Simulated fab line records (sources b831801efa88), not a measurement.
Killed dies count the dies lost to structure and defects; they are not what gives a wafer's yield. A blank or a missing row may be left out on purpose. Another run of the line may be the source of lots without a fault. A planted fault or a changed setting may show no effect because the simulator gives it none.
fab line records	flow sky130
record lots=13	wafers=39	last_day=50
route steps=708 shown FIELD_ISO@26 NWELL@77 VT_ADJUST_LVTN@107 PAD_OPEN@708
lots untouched by any fault: they come from a run of this same line in which no faults occurred
start_h: start of the lot's first displayed wafer, in hours after the record's first day	wait_h: time in hours since the lot's previous step	" unchanged from the row above	L1.1+2: a single row standing in for several wafers	- no value, or no start was given	* or withheld: withheld	< > ~ a bound
route shown NAME@n: names a module that has steps shown in the file, with the first one's number in the route	usual: mean and standard deviation over wafers with no fault	same: alike in all rows	chamber/n: place in a boat	sites: per-site readings	_std_site: standard deviation across them	_edge_site: outer sites' mean less inner sites'	radius_mm: for every site, how far away it sits from the centre of the wafer	mask NAME#n: copy n	behind: the tool/chamber that last shaped the wafer	hold: why the lot was held/for how many hours/how that ended	device: the transistor (n, p or np) that didn't switch	end of line: tests of these same wafers at the route's end	for a step that has no rows: nothing shown but its recipe	killed: not the wafer's yield, but the dies lost to structure and defects at the first sort	map: shows each die of a wafer: x if killed, . if not, _ if none is there
set.NAME: the setting the step ran with; set.NAME@STEP: the setting that earlier step ran with	model.NAME: the simulator's own value behind a step, which no gauge read
one table for each step of the route and one row for each wafer, over a sample of lots
services: when a tool's chamber went out of use (start_h, in hours from the record's first day, below 0 if earlier), for how many hours, and the reason
## steps
# step SKY_FIELD_ISO_THK_MEAS_25
# recipe reads=SiO2_of_FIELD_ISO_CVD_24
# usual FIELD_ISO_CVD_24_THK=596/5.5
lot.wafer	tool	chamber	start_h	wait_h	FIELD_ISO_CVD_24_THK[nm]
L147.2	film_metro-04	-	33.30	0.0	595
L147.4	"	-	"	"	590
L147.5	"	-	"	"	587
L149.1	film_metro-04	-	45.99	0.0	594
L149.2	"	-	"	"	590
L149.5	"	-	"	"	591
L150.1	film_metro-01	-	45.99	0.0	592
L150.3	"	-	"	"	589
L150.4	"	-	"	"	588
L155.1	film_metro-01	-	74.22	0.0	601
L155.4	"	-	"	"	600
L155.6	"	-	"	"	602
L156.1	film_metro-04	-	79.44	0.0	600
L156.4	"	-	"	"	604
L156.5	"	-	"	"	599
L159.1	film_metro-01	-	96.21	0.0	603
L159.3	"	-	"	"	596
L159.4	"	-	"	"	593
L160.2	film_metro-01	-	100.32	0.0	591
L160.4	"	-	"	"	592
L160.5	"	-	"	"	601
L162.1	film_metro-02	-	112.21	0.0	597
L162.2	"	-	"	"	594
L162.3	"	-	"	"	592
L164.2	film_metro-04	-	122.58	0.0	588
L164.4	"	-	"	"	594
L164.6	"	-	"	"	601
L166.3	film_metro-02	-	129.72	0.1	602
L166.4	"	-	"	"	602
L166.6	"	-	"	"	591
L168.2	film_metro-04	-	142.12	0.0	605
L168.3	"	-	"	"	594
L168.6	"	-	"	"	605
L169.2	film_metro-04	-	144.52	0.0	595
L169.4	"	-	"	"	591
L169.6	"	-	"	"	597
L170.1	film_metro-02	-	153.06	0.0	606
L170.3	"	-	"	"	603
L170.4	"	-	"	"	603
# step SKY_NWELL_IMPLANT_24
# recipe species=B	energy_kev=140	dose_cm2=9.2e+12	tilt_deg=withheld
# usual dose_ions_cm2=9.198e+12/9.6e+09	faraday_current_uA=51.8/1.1
lot.wafer	tool	chamber	start_h	wait_h	dose_ions_cm2	faraday_current_uA
L147.2	implanter-01	0	104.15	0.0	9.199e+12	51.0
L147.4	"	0	"	"	9.19e+12	49.1
L147.5	"	0	"	"	9.2e+12	51.9
L149.1	implanter-01	0	119.47	0.0	9.202e+12	52.3
L149.2	"	0	"	"	9.201e+12	53.8
L149.5	"	0	"	"	9.195e+12	52.0
L150.1	implanter-04	0	119.73	0.0	9.19e+12	51.1
L150.3	"	0	"	"	9.201e+12	54.1
L150.4	"	0	"	"	9.202e+12	52.3
L155.1	implanter-03	0	152.92	0.0	9.203e+12	50.7
L155.4	"	0	"	"	9.197e+12	50.4
L155.6	"	0	"	"	9.192e+12	52.3
L156.1	implanter-01	0	159.57	0.0	3.965e+12	21.7
L156.4	"	0	"	"	3.968e+12	22.6
L156.5	"	0	"	"	3.976e+12	22.5
L159.1	implanter-01	0	181.82	0.0	3.978e+12	22.3
L159.3	"	0	"	"	3.968e+12	22.3
L159.4	"	0	"	"	3.96e+12	22.4
L160.2	implanter-03	0	186.31	0.0	9.201e+12	50.5
L160.4	"	0	"	"	9.217e+12	52.7
L160.5	"	0	"	"	9.194e+12	52.8
L162.1	implanter-03	0	196.88	0.0	9.176e+12	51.9
L162.2	"	0	"	"	9.181e+12	52.9
L162.3	"	0	"	"	9.184e+12	52.4
L164.2	implanter-04	0	209.51	0.0	9.192e+12	51.1
L164.4	"	0	"	"	9.193e+12	51.4
L164.6	"	0	"	"	9.187e+12	53.5
L166.3	implanter-03	0	218.73	0.1	9.193e+12	51.8
L166.4	"	0	"	"	9.193e+12	52.0
L166.6	"	0	"	"	9.192e+12	55.2
L168.2	implanter-04	0	230.36	0.0	9.192e+12	52.6
L168.3	"	0	"	"	9.197e+12	50.5
L168.6	"	0	"	"	9.204e+12	52.1
L169.2	implanter-03	0	235.49	0.0	9.19e+12	52.6
L169.4	"	0	"	"	9.194e+12	53.6
L169.6	"	0	"	"	9.206e+12	52.1
L170.1	implanter-03	0	250.32	0.0	9.205e+12	50.0
L170.3	"	0	"	"	9.209e+12	50.7
L170.4	"	0	"	"	9.216e+12	52.3
# step SKY_NWELL_TW_MEAS_26
# usual NWELL_2_TW=500.7/2.8
lot.wafer	tool	chamber	start_h	wait_h	NWELL_2_TW
L147.2	film_metro-04	-	104.39	0.1	501.0
L147.4	"	-	"	"	505.7
L147.5	"	-	"	"	501.2
L149.1	film_metro-03	-	119.72	0.1	501.9
L149.2	"	-	"	"	501.0
L149.5	"	-	"	"	502.2
L150.1	film_metro-02	-	119.98	0.1	499.9
L150.3	"	-	"	"	497.8
L150.4	"	-	"	"	501.9
L155.1	film_metro-03	-	153.17	0.1	505.9
L155.4	"	-	"	"	500.0
L155.6	"	-	"	"	502.8
L156.1	film_metro-04	-	159.82	0.1	385.6
L156.4	"	-	"	"	385.9
L156.5	"	-	"	"	387.1
L159.1	film_metro-04	-	182.07	0.1	388.1
L159.3	"	-	"	"	386.8
L159.4	"	-	"	"	386.8
L160.2	film_metro-03	-	186.54	0.1	499.1
L160.4	"	-	"	"	500.8
L160.5	"	-	"	"	497.9
L162.1	film_metro-04	-	197.13	0.1	502.0
L162.2	"	-	"	"	503.1
L162.3	"	-	"	"	503.4
L164.2	film_metro-04	-	209.74	0.1	504.6
L164.4	"	-	"	"	508.0
L164.6	"	-	"	"	503.9
L166.3	film_metro-02	-	218.95	0.1	493.5
L166.4	"	-	"	"	496.1
L166.6	"	-	"	"	494.0
L168.2	film_metro-03	-	230.59	0.1	503.7
L168.3	"	-	"	"	503.5
L168.6	"	-	"	"	503.5
L169.2	film_metro-03	-	235.73	0.1	501.4
L169.4	"	-	"	"	503.2
L169.6	"	-	"	"	502.2
L170.1	film_metro-02	-	250.57	0.1	498.8
L170.3	"	-	"	"	501.4
L170.4	"	-	"	"	498.9
# step SKY_VT_ADJUST_LVTN_TW_MEAS_10
# usual VT_ADJUST_LVTN_TW=243.0/2.1
lot.wafer	tool	chamber	start_h	wait_h	VT_ADJUST_LVTN_TW
L147.2	film_metro-03	-	142.49	0.1	243.0
L147.4	"	-	"	"	244.9
L147.5	"	-	"	"	245.6
L149.1	film_metro-04	-	159.37	0.1	244.2
L149.2	"	-	"	"	243.3
L149.5	"	-	"	"	243.8
L150.1	film_metro-03	-	160.83	0.1	244.8
L150.3	"	-	"	"	245.6
L150.4	"	-	"	"	245.2
L155.1	film_metro-03	-	195.28	0.1	244.2
L155.4	"	-	"	"	243.4
L155.6	"	-	"	"	243.5
L156.1	film_metro-04	-	203.08	0.1	245.2
L156.4	"	-	"	"	245.0
L156.5	"	-	"	"	246.4
L159.1	film_metro-01	-	226.78	0.1	242.0
L159.3	"	-	"	"	240.8
L159.4	"	-	"	"	241.6
L160.2	film_metro-03	-	231.49	0.1	243.5
L160.4	"	-	"	"	244.8
L160.5	"	-	"	"	244.2
L162.1	film_metro-03	-	242.23	0.1	245.2
L162.2	"	-	"	"	243.2
L162.3	"	-	"	"	243.3
L164.2	film_metro-01	-	256.73	0.1	239.8
L164.4	"	-	"	"	239.7
L164.6	"	-	"	"	241.2
L166.3	film_metro-04	-	266.64	0.1	245.4
L166.4	"	-	"	"	245.5
L166.6	"	-	"	"	245.1
L168.2	film_metro-04	-	278.44	0.1	246.6
L168.3	"	-	"	"	245.2
L168.6	"	-	"	"	245.2
L169.2	film_metro-03	-	284.74	0.1	243.4
L169.4	"	-	"	"	244.5
L169.6	"	-	"	"	245.0
L170.1	film_metro-03	-	300.87	0.1	241.2
L170.3	"	-	"	"	242.4
L170.4	"	-	"	"	241.8
# step SKY_VT_ADJUST_LVTN_OVL_MEAS_18
# usual VT_ADJUST_LVTN_01_OVL=0.3/1.2
lot.wafer	tool	chamber	start_h	wait_h	VT_ADJUST_LVTN_01_OVL[nm]
L147.2	overlay-02	-	161.90	0.1	0.0
L147.4	"	-	"	"	0.9
L147.5	"	-	"	"	0.2
L149.1	overlay-01	-	179.99	0.1	-1.3
L149.2	"	-	"	"	-0.4
L149.5	"	-	"	"	-0.7
L150.1	overlay-01	-	181.13	0.1	1.0
L150.3	"	-	"	"	1.3
L150.4	"	-	"	"	0.5
L155.1	overlay-01	-	216.99	0.1	1.4
L155.4	"	-	"	"	0.8
L155.6	"	-	"	"	1.0
L156.1	overlay-01	-	225.63	0.1	2.3
L156.4	"	-	"	"	1.2
L156.5	"	-	"	"	1.8
L159.1	overlay-01	-	249.59	0.1	-0.3
L159.3	"	-	"	"	-0.6
L159.4	"	-	"	"	0.2
L160.2	overlay-01	-	254.30	0.1	-0.6
L160.4	"	-	"	"	-0.6
L160.5	"	-	"	"	1.3
L162.1	overlay-02	-	265.98	0.1	2.2
L162.2	"	-	"	"	0.9
L162.3	"	-	"	"	1.5
L164.2	overlay-01	-	280.75	0.1	0.3
L164.4	"	-	"	"	0.1
L164.6	"	-	"	"	1.6
L166.3	overlay-01	-	291.36	0.1	-0.9
L166.4	"	-	"	"	0.1
L166.6	"	-	"	"	-0.2
L168.2	overlay-02	-	304.25	0.1	-2.3
L168.3	"	-	"	"	-1.1
L168.6	"	-	"	"	-1.2
L169.2	overlay-01	-	309.90	0.1	3.3
L169.4	"	-	"	"	-0.1
L169.6	"	-	"	"	0.6
L170.1	overlay-01	-	326.93	0.1	-0.3
L170.3	"	-	"	"	-1.9
L170.4	"	-	"	"	-1.1
# step SKY_PAD_OPEN_PROBE_99
# usual killed_at_M0_to_M3=42/7.6	killed_at_M4_up=2.9/1.7	killed_at_contacts=24/5.1	killed_at_front_end=15/4	killed_at_other=0.2/0.38	killed_dies=84/9.9	killed_on_rim=16/4	killed_open=46/7.2	killed_short=38/6.6
# same gross_dies=492	killed_at_back_side=0
lot.wafer	tool	chamber	start_h	wait_h	killed_at_M0_to_M3	killed_at_M4_up	killed_at_contacts	killed_at_front_end	killed_at_other	killed_dies	killed_on_rim	killed_open	killed_short
L147.2	prober-02	-	1078.04	0.1	48	1	23	14	0	86	15	43	43
L147.4	prober-02	-	1078.14	0.2	48	4	17	22	0	91	20	45	46
L147.5	prober-02	-	1078.19	0.2	58	3	28	11	0	100	16	59	41
L149.1	prober-02	-	1091.66	0.1	40	1	25	15	0	81	10	43	38
L149.2	prober-02	-	1091.71	0.1	44	3	27	19	0	93	18	46	47
L149.5	prober-02	-	1091.86	0.2	45	4	19	21	0	89	21	45	44
L155.1	prober-02	-	1131.06	0.1	28	2	18	13	0	61	11	25	36
L155.4	prober-02	-	1131.21	0.2	32	2	18	18	0	70	21	36	34
L155.6	prober-02	-	1131.31	0.2	37	5	15	13	1	71	15	32	39
L156.1	prober-01	-	1135.82	0.1	49	1	25	8	0	83	10	38	45
L156.4	prober-01	-	1135.97	0.2	38	1	21	8	0	68	15	39	29
L156.5	prober-01	-	1136.02	0.2	55	2	22	17	0	96	14	55	41
L159.1	prober-02	-	1155.95	0.1	58	7	27	22	0	114	21	65	49
L159.3	prober-02	-	1156.05	0.2	30	4	24	12	0	70	14	35	35
L159.4	prober-02	-	1156.10	0.2	32	1	21	19	0	73	13	47	26
L160.2	prober-01	-	1156.75	0.1	34	1	25	14	1	75	19	40	35
L160.4	prober-01	-	1156.85	0.2	43	5	29	16	0	93	21	52	41
L160.5	prober-01	-	1156.90	0.2	34	2	27	15	0	78	17	40	38
L162.1	prober-01	-	1165.40	0.1	42	4	16	15	0	77	16	44	33
L162.2	prober-01	-	1165.45	0.1	33	3	23	17	0	76	8	37	39
L162.3	prober-01	-	1165.50	0.2	47	4	25	20	0	96	21	48	48
L164.2	prober-01	-	1181.35	0.1	42	3	34	12	0	91	15	40	51
L164.4	prober-01	-	1181.45	0.2	34	2	17	12	0	65	10	34	31
L164.6	prober-01	-	1181.55	0.2	44	1	30	18	0	93	22	54	39
L168.2	prober-01	-	1193.76	0.1	41	2	24	18	1	86	21	48	38
L168.3	prober-01	-	1193.81	0.2	41	2	23	12	0	78	16	37	41
L168.6	prober-01	-	1193.96	0.2	41	3	20	9	1	74	13	34	40
L170.1	prober-01	-	1203.86	0.1	49	2	27	7	1	86	19	60	26
L170.3	prober-01	-	1203.96	0.2	43	3	29	11	0	86	15	50	36
L170.4	prober-01	-	1204.01	0.2	36	3	30	16	0	85	12	52	33
# killed by level:class
L147.2 VIA1:geometric_particle:open=10 CONTACT:geometric_particle:open=8 METAL2:geometric_particle:short=7 VIA2:geometric_particle:open=7 FIELD_ISO:geometric_particle:short=6 LI_CONTACT:geometric_particle:open=5 VIA1:geometric_particle:short=5 VIA3:geometric_particle:short=4
L147.4 VIA1:geometric_particle:open=11 CONTACT:geometric_particle:open=7 METAL2:geometric_particle:short=7 FIELD_ISO:geometric_particle:short=6 VIA2:geometric_particle:open=6 LI_CONTACT:geometric_particle:open=5 SPACER:geometric_particle:short=5 METAL1:geometric_particle:short=5
L147.5 VIA2:geometric_particle:open=12 CONTACT:geometric_particle:open=12 VIA1:geometric_particle:open=9 LI_CONTACT:geometric_particle:open=6 METAL1:geometric_particle:short=6 VIA3:geometric_particle:open=6 LOCAL_INTERCONNECT:geometric_particle:short=5 METAL3:geometric_particle:short=5
L149.1 LI_CONTACT:geometric_particle:open=11 VIA1:geometric_particle:open=7 VIA1:geometric_particle:short=6 POLY_GATE:geometric_particle:short=5 VIA2:geometric_particle:open=5 METAL3:geometric_particle:short=5 LOCAL_INTERCONNECT:geometric_particle:short=4 VIA2:geometric_particle:short=4
L149.2 VIA3:geometric_particle:open=11 FIELD_ISO:geometric_particle:short=8 LOCAL_INTERCONNECT:geometric_particle:short=7 VIA1:geometric_particle:open=7 LI_CONTACT:geometric_particle:open=6 CONTACT:geometric_particle:short=5 CONTACT:geometric_particle:open=5 VIA1:geometric_particle:short=5
L149.5 METAL1:geometric_particle:short=9 LI_CONTACT:geometric_particle:open=8 VIA1:geometric_particle:open=8 FIELD_ISO:geometric_particle:short=7 VIA2:geometric_particle:short=6 FIELD_ISO:geometric_particle:open=4 CONTACT:geometric_particle:open=4 LOCAL_INTERCONNECT:geometric_particle:short=4
L155.1 CONTACT:geometric_particle:open=8 POLY_GATE:geometric_particle:short=6 VIA1:geometric_particle:open=6 METAL2:geometric_particle:short=6 LOCAL_INTERCONNECT:geometric_particle:short=5 CONTACT:geometric_particle:short=4 VIA1:geometric_particle:short=4 METAL1:geometric_particle:short=3
L155.4 VIA1:geometric_particle:short=9 VIA1:geometric_particle:open=7 FIELD_ISO:geometric_particle:open=5 LOCAL_INTERCONNECT:geometric_particle:short=5 CONTACT:geometric_particle:open=5 POLY_GATE:geometric_particle:open=4 LI_CONTACT:geometric_particle:open=4 METAL1:geometric_particle:short=4
L155.6 VIA1:geometric_particle:open=7 CONTACT:geometric_particle:open=5 POLY_GATE:geometric_particle:short=4 VIA1:geometric_particle:short=4 VIA2:geometric_particle:open=4 METAL2:geometric_particle:short=4 METAL4:geometric_particle:short=4 FIELD_ISO:geometric_particle:short=3
L156.1 VIA1:geometric_particle:open=12 CONTACT:geometric_particle:open=10 METAL1:geometric_particle:short=9 METAL2:geometric_particle:short=9 CONTACT:geometric_particle:short=7 VIA3:geometric_particle:open=5 VIA1:geometric_particle:short=4 METAL3:geometric_particle:short=4
L156.4 VIA1:geometric_particle:open=10 METAL1:geometric_particle:short=8 CONTACT:geometric_particle:open=6 VIA2:geometric_particle:open=6 LI_CONTACT:geometric_particle:open=5 METAL2:geometric_particle:short=5 LOCAL_INTERCONNECT:geometric_particle:short=4 VIA3:geometric_particle:open=4
L156.5 VIA1:geometric_particle:open=13 CONTACT:geometric_particle:open=8 VIA3:geometric_particle:open=8 METAL2:geometric_particle:short=7 POLY_GATE:geometric_particle:open=6 LI_CONTACT:geometric_particle:open=6 METAL1:geometric_particle:short=5 VIA1:geometric_particle:short=5
L159.1 VIA1:geometric_particle:open=12 CONTACT:geometric_particle:open=11 VIA2:geometric_particle:open=10 VIA3:geometric_particle:open=10 LI_CONTACT:geometric_particle:open=6 POLY_GATE:geometric_particle:short=5 CONTACT:geometric_particle:short=5 METAL1:geometric_particle:short=5
L159.3 VIA1:geometric_particle:open=10 CONTACT:geometric_particle:short=8 CONTACT:geometric_particle:open=8 VIA3:geometric_particle:open=5 POLY_GATE:geometric_particle:short=4 METAL2:geometric_particle:short=4 METAL4:geometric_particle:short=4 FIELD_ISO:geometric_particle:short=3
L159.4 CONTACT:geometric_particle:open=10 VIA1:geometric_particle:open=10 FIELD_ISO:geometric_particle:open=5 METAL1:geometric_particle:short=5 VIA3:geometric_particle:open=5 LI_CONTACT:geometric_particle:open=4 LOCAL_INTERCONNECT:geometric_particle:short=4 POLY_GATE:geometric_particle:open=3
L160.2 CONTACT:geometric_particle:open=8 FIELD_ISO:geometric_particle:short=6 LI_CONTACT:geometric_particle:open=6 VIA1:geometric_particle:open=6 METAL1:geometric_particle:short=5 FIELD_ISO:geometric_particle:open=4 LOCAL_INTERCONNECT:geometric_particle:open=4 VIA2:geometric_particle:open=4
L160.4 CONTACT:geometric_particle:open=12 VIA2:geometric_particle:open=10 VIA1:geometric_particle:open=8 LI_CONTACT:geometric_particle:open=6 FIELD_ISO:geometric_particle:short=5 CONTACT:geometric_particle:short=5 LI_CONTACT:geometric_particle:short=5 METAL4:geometric_particle:short=4
L160.5 CONTACT:geometric_particle:short=10 VIA2:geometric_particle:open=9 CONTACT:geometric_particle:open=6 VIA1:geometric_particle:open=6 FIELD_ISO:geometric_particle:short=5 LI_CONTACT:geometric_particle:open=5 LI_CONTACT:geometric_particle:short=5 METAL1:geometric_particle:short=5
L162.1 VIA2:geometric_particle:open=13 VIA1:geometric_particle:open=12 FIELD_ISO:geometric_particle:open=6 CONTACT:geometric_particle:short=6 CONTACT:geometric_particle:open=4 METAL2:geometric_particle:short=4 VIA2:geometric_particle:short=4 FIELD_ISO:geometric_particle:short=3
L162.2 CONTACT:geometric_particle:short=9 VIA1:geometric_particle:open=8 CONTACT:geometric_particle:open=6 METAL1:geometric_particle:short=5 POLY_GATE:geometric_particle:short=4 LI_CONTACT:geometric_particle:open=4 METAL1:geometric_particle:open=4 SPACER:geometric_particle:open=3
L162.3 VIA1:geometric_particle:open=11 METAL1:geometric_particle:short=9 LI_CONTACT:geometric_particle:open=8 POLY_GATE:geometric_particle:short=7 VIA2:geometric_particle:open=7 LOCAL_INTERCONNECT:geometric_particle:short=6 CONTACT:geometric_particle:open=6 METAL3:geometric_particle:short=6
L164.2 CONTACT:geometric_particle:short=13 VIA1:geometric_particle:open=11 METAL1:geometric_particle:short=9 CONTACT:geometric_particle:open=8 LOCAL_INTERCONNECT:geometric_particle:short=6 FIELD_ISO:geometric_particle:short=5 METAL2:geometric_particle:short=5 VIA2:geometric_particle:open=5
L164.4 CONTACT:geometric_particle:open=6 VIA1:geometric_particle:open=6 LI_CONTACT:geometric_particle:open=5 FIELD_ISO:geometric_particle:short=4 METAL2:geometric_particle:short=4 CONTACT:geometric_particle:short=4 VIA1:geometric_particle:short=4 POLY_GATE:geometric_particle:open=3
L164.6 VIA1:geometric_particle:open=11 LI_CONTACT:geometric_particle:open=10 CONTACT:geometric_particle:open=7 VIA2:geometric_particle:open=6 LI_CONTACT:geometric_particle:short=5 VIA1:geometric_particle:short=5 FIELD_ISO:geometric_particle:open=4 POLY_GATE:geometric_particle:open=4
L168.2 VIA2:geometric_particle:open=8 VIA1:geometric_particle:open=8 FIELD_ISO:geometric_particle:open=7 CONTACT:geometric_particle:open=7 METAL2:geometric_particle:short=7 LI_CONTACT:geometric_particle:open=6 FIELD_ISO:geometric_particle:short=5 LOCAL_INTERCONNECT:geometric_particle:short=5
L168.3 VIA1:geometric_particle:open=7 VIA2:geometric_particle:open=6 LI_CONTACT:geometric_particle:open=5 CONTACT:geometric_particle:short=5 VIA3:geometric_particle:open=5 FIELD_ISO:geometric_particle:short=4 POLY_GATE:geometric_particle:short=4 LOCAL_INTERCONNECT:geometric_particle:short=4
L168.6 VIA1:geometric_particle:open=9 CONTACT:geometric_particle:short=8 METAL2:geometric_particle:short=7 CONTACT:geometric_particle:open=5 VIA1:geometric_particle:short=5 LI_CONTACT:geometric_particle:open=4 METAL1:geometric_particle:short=4 METAL1:geometric_particle:open=3
L170.1 VIA2:geometric_particle:open=15 LI_CONTACT:geometric_particle:open=11 CONTACT:geometric_particle:open=10 VIA1:geometric_particle:open=10 LOCAL_INTERCONNECT:geometric_particle:short=4 VIA1:geometric_particle:short=4 VIA3:geometric_particle:open=4 METAL1:geometric_particle:short=3
L170.3 VIA1:geometric_particle:open=10 CONTACT:geometric_particle:open=10 LI_CONTACT:geometric_particle:open=8 POLY_GATE:geometric_particle:open=5 VIA2:geometric_particle:open=5 VIA3:geometric_particle:open=5 METAL2:geometric_particle:short=5 CONTACT:geometric_particle:short=4
L170.4 LI_CONTACT:geometric_particle:open=11 CONTACT:geometric_particle:open=10 VIA3:geometric_particle:open=7 POLY_GATE:geometric_particle:open=6 VIA2:geometric_particle:open=6 METAL1:geometric_particle:short=5 VIA1:geometric_particle:open=5 FIELD_ISO:geometric_particle:short=4
## services
tool	chamber	start_h	hours	kind
implanter-04	-	90.16	3.5	pm
implanter-01	-	121.13	2.7	pm
implanter-01	-	133.10	0.6	repair
implanter-01	-	143.07	13.5	pm
implanter-01	-	165.64	0.5	repair
implanter-01	-	249.51	0.7	repair
## key
first_sign step=SKY_NWELL_IMPLANT_24	reading=dose_ions_cm2	direction=down	sigmas=99+	usual=*	struck=*
effect step=SKY_NWELL_IMPLANT_24	reading=faraday_current_uA	direction=down	sigmas=27	usual=51.8	struck=22.3
effect step=SKY_NWELL_TW_MEAS_26	reading=NWELL_2_TW	direction=down	sigmas=41	usual=500.7	struck=386.7
met_at SKY_NWELL_IMPLANT_24
struck_lots L156,L159
tester_left_out L156,L159
not_acting_at SKY_FIELD_ISO_THK_MEAS_25,SKY_VT_ADJUST_LVTN_TW_MEAS_10,SKY_VT_ADJUST_LVTN_OVL_MEAS_18
onset_between 119.47 159.57
fault kind=process_parameter_drift	tool=implanter-01	chamber=-	onset_h=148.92	steps=SKY_NWELL_IMPLANT_24	channel=dose_cm2	offset=*	shape=step	end_h=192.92	acts_in=*	stated=*
# tester_left_out: of these lots the tester's yield and bins aren't shown, on N5 and GAA mostly nor the transistor test; their killed dies are dies lost to structure and defects alone, not to doping, threshold or leakage, so they don't give the yield
